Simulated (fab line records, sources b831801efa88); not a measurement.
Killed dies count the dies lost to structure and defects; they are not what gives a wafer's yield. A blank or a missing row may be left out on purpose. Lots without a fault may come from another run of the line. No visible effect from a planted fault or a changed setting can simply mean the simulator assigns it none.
Which tool is to blame? -- flow sky130 -- at 1 step of a route of 708, 12 lots with 36 wafers sampled

== WHAT THE GAUGES READ, wafer by wafer ==
SKY_FIELD_ISO_BOW_MEAS_00.
lot,measured,on,INCOMING_BOW (um)
L257,day 1 10:00,film-metro-03,-7 8 0
L258,day 1 15:01,film-metro-03,6 -6 -7
L259,day 1 20:00,film-metro-04,4 -1 15
L260,day 2 01:04,film-metro-02,-8 -9 3
L262,day 2 11:00,film-metro-02,-3 18 3
L263,day 2 16:00,film-metro-02,-1 -3 5
L265,day 3 02:01,film-metro-03,3 -11 11
L267,day 3 12:00,film-metro-03,4 3 -8
L274,day 4 23:00,film-metro-04,-3 1 3
L275,day 5 04:01,film-metro-03,6 -4 -3
L278,day 5 19:02,film-metro-04,-9 -1 1
L279,day 6 00:01,film-metro-03,-4 9 -11

== TOOL THAT RAN EACH LOT (tool first, then ch and the chambers of the sampled wafers, then the start) ==
Before these readings, the record contains no process step.

== WHAT THE TOOLS THEMSELVES READ (means of the sampled wafers that have a number; where no wafer has one, the mark that the record gives instead) ==
The record holds no such reading with a usual standard deviation.

== THE ANSWER, worked out from the rows above alone ==
Rule: the lots themselves supply what counts as usual. Put in order of their means at a reading, lots are off if they are a third of the lots or fewer, leave a main group of 4 or more, and stand apart from it by a gap of 3 or more times the standard deviation of the main group's means; of several such gaps the widest counts. A main group is skipped when, at the precision printed for the reading in the tables above, its means are all equal. A lot without any number at a reading at which 4 lots or more have one is off too. The other lots that the step has rows for count as sound. After the gauges, taken in route order, come the tools' own readings; for these a lot's mean is taken, as printed above. At the first step where some lot is off, the reading lying furthest off is the one used; lots without a number count as furthest.
No lot is off at any reading shown: from this, nothing can be told.

== WHAT WAS PUT IN BY THE SIMULATOR ==
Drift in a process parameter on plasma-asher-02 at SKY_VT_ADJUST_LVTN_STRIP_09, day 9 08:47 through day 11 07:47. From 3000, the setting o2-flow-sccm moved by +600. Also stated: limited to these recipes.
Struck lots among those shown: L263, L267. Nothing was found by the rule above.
